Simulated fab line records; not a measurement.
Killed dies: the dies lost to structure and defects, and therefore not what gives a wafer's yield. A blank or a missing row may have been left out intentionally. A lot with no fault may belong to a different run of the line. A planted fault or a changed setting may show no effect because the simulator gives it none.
Which tool is to blame? ; flow gf180mcu ; route of 602 steps, sampled at 1 step: 14 lots, 42 wafers

## WHAT THE GAUGES SHOWED, per wafer
GF_M5_OVL_MEAS_08.
lot;measured;on;M5_OVL (nm)
L825;day 26 14:58;overlay-01;17 19 15
L829;day 28 00:37;overlay-01;5 4 1
L830;day 28 02:58;overlay-01;1 1 9
L831;day 28 11:56;overlay-01;5 8 10
L832;day 28 20:19;overlay-01;-7 -9 -10
L833;day 29 05:14;overlay-02;1 -2 -1
L836;day 30 00:00;overlay-01;6 2 5
L841;day 31 13:51;overlay-02;6 5 3
L842;day 31 21:53;overlay-01;8 -6 6
L843;day 32 01:28;overlay-01;1 -1 -4
L844;day 32 10:15;overlay-02;-1 0 -2
L845;day 32 10:58;overlay-01;10 4 1
L846;day 32 13:43;overlay-02;9 11 9
L847;day 32 16:45;overlay-02;-6 3 1

## TOOL THAT RAN EACH LOT (tool first, then ch and the chambers of the sampled wafers, then the start)
No process step before these readings appears in the record.

## WHAT THE TOOLS THEMSELVES READ (means of the sampled wafers that have a number; where no wafer has one, the mark that the record gives instead)
The record holds no such reading with a usual standard deviation.

## THE ANSWER, worked out from the rows above alone
Rule: the usual values come from the lots themselves. The widest of any qualifying gaps counts: lots, ordered by their means at a reading, are off when they make up no more than a third of the lots, leave a main group of 4 or more, and stand apart from it by 3 or more times the standard deviation of that group's means. Not used: any main group whose means are identical at the precision the tables above print for the reading. Also off: a lot with no number at a reading for which 4 or more lots have one. All remaining lots with rows at the step are treated as sound. After the gauges, taken in route order, come the tools' own readings; for these a lot's mean is taken, as printed above. The first step at which some lot is off is used, and at that step the reading that is off furthest; a lot without a number counts as furthest.
Nothing can be told from this: no lot is off at any reading shown.

## WHAT THE SIMULATOR HAD PUT IN
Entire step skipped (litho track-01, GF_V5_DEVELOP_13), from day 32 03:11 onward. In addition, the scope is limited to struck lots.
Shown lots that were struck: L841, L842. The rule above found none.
